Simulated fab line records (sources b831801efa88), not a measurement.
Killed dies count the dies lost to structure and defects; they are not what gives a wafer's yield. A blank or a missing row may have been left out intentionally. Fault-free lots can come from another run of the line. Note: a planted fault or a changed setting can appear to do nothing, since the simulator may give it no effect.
Problem report, 8D (eight disciplines) form, completed by code || flow sfqLine || the parts of the form that need people (team, actions taken, sign-off) are left out

== 1. THE ISSUE ==
Wafers free of any fault read 0.888 ohm/sq (standard deviation 0.0097) for M1_NB_RS at SFQ_M1_RS_MEAS_909, against a mean of 0.946 ohm/sq on 6 wafers of 2 lots. That puts it +5.9 standard deviations away from the usual mean.
The step: measures by four-point-probe.
First observed at day 22 12:33: wafer L151.3, on filmMetro-01. The record holds 42 wafers of 14 lots with a number at this step. Rule for "out", or "out of limits": more than 4 standard deviations from the usual mean. Any other wafer with a number is counted as sound.

== 2. WHAT THIS IS AND IS NOT ==
{"question": "which readings at this step", "is": "M1_NB_RS", "is not": "-"}
{"question": "which lots", "is": "L151, L154", "is not": "L142, L143, L144, L145, L146, L148, L149, L160, L162, L163, L164, L165"}
{"question": "which wafers of those lots", "is": "all that have a number", "is not": "-"}
{"question": "read on which gauges", "is": "filmMetro-01, filmMetro-04", "is not": "filmMetro-03"}
{"question": "when", "is": "from day 22 12:33", "is not": "up to then (21 sound wafers); but 15 sound wafers of L160, L162, L163, L164, L165 came after"}

== 3. THE SUSPECTS, EACH WITH WHAT RULES IT OUT ==
Counting: a tool at a process step up to the reading stays a suspect if it ran every lot that is out and no sound lot after the first of them.
- ruled out: the gauge at SFQ_M1_RS_MEAS_909. 2 gauges (filmMetro-01, filmMetro-04) read the wafers that are out.
- pvdSputter-06 at SFQ_TRILAYER_M1_DEP_SPUTTER_037 (material Nb, target thk 200 nm, time 133.3 s): ruled out as a lasting fault. Sound lots L163, L164 ran on it after its first lot that is out, L151 (day 22 12:25).
Left after counting: nothing in the record.

== 4. THE CAUSE (what the simulator had put in) ==
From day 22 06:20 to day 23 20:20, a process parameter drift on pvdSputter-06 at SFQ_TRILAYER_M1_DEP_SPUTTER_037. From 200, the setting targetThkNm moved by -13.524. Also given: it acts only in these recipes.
Counting ruled it out, wrongly: the rule takes a fault to strike every lot that its tool runs from its start on, and this one did not.

== 5. THE EFFECT CHAIN, in route order ==
Each row: a reading where the mean over the struck wafers with a number is more than 3 standard deviations away from the usual. Readings are gone through only where the record gives a usual standard deviation; hours: the median, over the lots, of the time from a lot's start at the first step in this table giving one to that lot's start at this step; sigmas: the change measured in usual standard deviations.
{"hours": 0, "step": "SFQ_M1_RS_MEAS_909", "reading": "M1_NB_RS", "usual": "0.888 ohm/sq", "on struck wafers": 0.946, "change": "+0.057", "sigmas": "+5.9"}
{"hours": 159, "step": "SFQ_TRILAYER_M1_ETCH_METAL_ETCH_042", "reading": "oesProductAu", "usual": "0.895 a.u.", "on struck wafers": 0.864, "change": -0.031, "sigmas": -4.3}
Here are the process steps it includes:
- SFQ_TRILAYER_M1_ETCH_METAL_ETCH_042: etches Nb in Cl2/Ar, stops on SiO2, target depth 240 nm, time 120 s.
Later steps that measure or inspect, where all struck wafers having a row at the step show a number for every such reading and not one has moved that far: SFQ_R5_OVL_MEAS_935, SFQ_M6_OVL_MEAS_940, SFQ_I7_BOW_MEAS_946.

== 6. WHAT WOULD HAVE CAUGHT IT SOONER ==
Counted from the fault's start at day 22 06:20, it took 6 hours until the first out-of-limits reading at a measuring or inspecting step in this record, taken at day 22 12:33.
No tool reading at SFQ_TRILAYER_M1_DEP_SPUTTER_037 that has a usual standard deviation in the record was out on any struck wafer, so an alarm limit of 4 standard deviations on those readings would not have fired.
